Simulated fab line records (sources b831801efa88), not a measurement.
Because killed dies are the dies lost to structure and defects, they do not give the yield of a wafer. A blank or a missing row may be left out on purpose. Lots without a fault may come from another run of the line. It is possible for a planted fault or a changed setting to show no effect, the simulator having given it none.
Chamber matching | flow sky130 | SKY_VIA3_ETCH_14 on rie diel-04 has 4 sister chambers
The step etches BARC in N2/H2, stops on SiO2, time 45.9 s, target depth 60 nm. 4 wafers are shown with their chamber, then 9 later ones without.

## WAFERS, EACH WITH ITS CHAMBER
wafer  | chamber | throttle valve pct (%)
L082.1 | 2       | 13.224
L087.1 | 0       | 13.227
L087.3 | 3       | 13.216
L087.4 | 1       | 13.221

## WAFERS WHOSE CHAMBER IS MISSING
wafer  | throttle valve pct (%)
L094.1 | 13.249
L094.4 | 13.227
L094.5 | 13.219
L095.2 | 13.212
L095.3 | 13.220
L095.6 | 13.215
L097.4 | 13.218
L097.5 | 13.230
L097.6 | 13.221

## WHICH CHAMBER EACH ONE RAN IN
wafer  | from the rows above               | in truth
L094.1 | can't be placed: 0 or 2 or 1 or 3 | 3
L094.4 | can't be placed: 0 or 2 or 1 or 3 | 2
L094.5 | can't be placed: 1 or 3 or 2 or 0 | 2
L095.2 | can't be placed: 3 or 1 or 2 or 0 | 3
L095.3 | can't be placed: 1 or 2 or 3 or 0 | 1
L095.6 | can't be placed: 3 or 1 or 2 or 0 | 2
L097.4 | can't be placed: 3 or 1 or 2 or 0 | 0
L097.5 | can't be placed: 0 or 2 or 1 or 3 | 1
L097.6 | can't be placed: 1 or 2 or 3 or 0 | 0
Correctly placed: 0 of 9. From these rows, 9 cannot be placed; in 9 the true chamber is one of the candidates. 0 placed wrongly.
How it was worked out, from the rows above alone: a wafer's distance from a chamber is the root of the sum, over the readings, of the square of ((its reading less the chamber's mean) divided by the reading's scatter). If the next closest chamber is less than 2 further off than the closest, the wafer can't be placed; otherwise it belongs to the closest. The mean given for a chamber averages the wafers shown for that chamber. The scatter: with one shown wafer a chamber, the root of the mean of the squares of how far each hidden wafer lies from its nearest shown one.
